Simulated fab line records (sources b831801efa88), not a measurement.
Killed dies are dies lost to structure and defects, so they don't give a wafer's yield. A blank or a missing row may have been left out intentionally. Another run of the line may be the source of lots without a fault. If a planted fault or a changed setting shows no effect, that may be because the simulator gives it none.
2 desks, one fault -- flow gf180mcu -- only its own numbers are on each desk; what lay behind them is given at the end

## FROM THE METROLOGY DESK
What the gauges read, lot by lot, whatever tool the lot ran on: means of the sampled wafers that have a number. Marked OUT: a lot whose mean sits more than 4 standard deviations from the usual mean, which makes it out of limits; the brackets give that distance.
Columns: A = DNWELL_TW at GF_DNWELL_TW_MEAS_09, usual 1355; B = NWELL_RS at GF_VT_IMPLANT_RS_MEAS_47, usual 487.5 ohm/sq
lot,first seen here,A,B
L315,day 2 23:56,1357,487.3
L318,day 3 10:44,1349,486.8
L319,day 3 18:53,1335,485.6
L320,day 3 23:16,1331,486.9
L321,day 4 02:43,1382,488.3
L322,day 4 07:20,1338,488.3
L323,day 4 12:37,1368,488.9
L326,day 5 04:49,1356,486.8
L327,day 5 10:56,1371,487.3
L328,day 5 18:16,1369,485.7
L329,day 6 00:55,1324,487.7
L337,day 7 19:43,1341,496.5 (+8.2) OUT
L338,day 7 21:19,1382,496.2 (+7.9) OUT
This desk reports L337, L338 out of limits; the earliest was L337 at day 13 23:53 (NWELL_RS at GF_VT_IMPLANT_RS_MEAS_47). L315, L318, L319, L320, L321, L322, L323, L326, L327, L328, L329: within limits.

## THE TOOL OWNER'S DESK: implanter-04
The tool's own readings at GF_NWELL_IMPLANT_09: means of the sampled wafers that have a number, for each lot that ran on this tool. Marked OUT: a lot whose mean sits more than 4 standard deviations from the usual mean, which makes it out of limits; the brackets give that distance.
Columns: A = doseIonsCm2 at GF_NWELL_IMPLANT_09, usual 4e+12; B = faradayCurrentUA at GF_NWELL_IMPLANT_09, usual 22.5
lot,first seen here,A,B
L315,day 3 12:35,4e+12,22.1
L318,day 4 00:11,4e+12,22.6
L320,day 4 12:54,4e+12,22.8
L326,day 5 19:48,4e+12,22.4
L327,day 6 01:14,4e+12,22.3
L328,day 6 09:16,4e+12,22.6
L337,day 8 12:19,4e+12 (-99 or more) OUT,20.0 (-5.6) OUT
L338,day 8 13:47,4e+12 (-99 or more) OUT,19.4 (-7.0) OUT
This desk's finding: out of limits on L337, L338; first on L337, day 8 12:19 (doseIonsCm2 at GF_NWELL_IMPLANT_09). L315, L318, L320, L326, L327, L328: within limits.

## ALL TOGETHER
The tool owner's desk could have raised an alarm at day 8 12:19, on L337, L338.
L337, L338 would have let the metrology desk raise an alarm at day 13 23:53.
All the named lots went through GF_NWELL_IMPLANT_09 on implanter-04.

## WHAT THE SIMULATOR HAD PUT IN
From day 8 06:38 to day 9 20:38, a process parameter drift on implanter-04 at GF_NWELL_IMPLANT_09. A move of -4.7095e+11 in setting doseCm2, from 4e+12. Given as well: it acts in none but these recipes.
Shown lots that were struck: L337, L338.
Delay (hours) between the fault's onset and each desk's first out-of-limits reading: 6 at the tool owner's desk, 137 at the metrology desk.
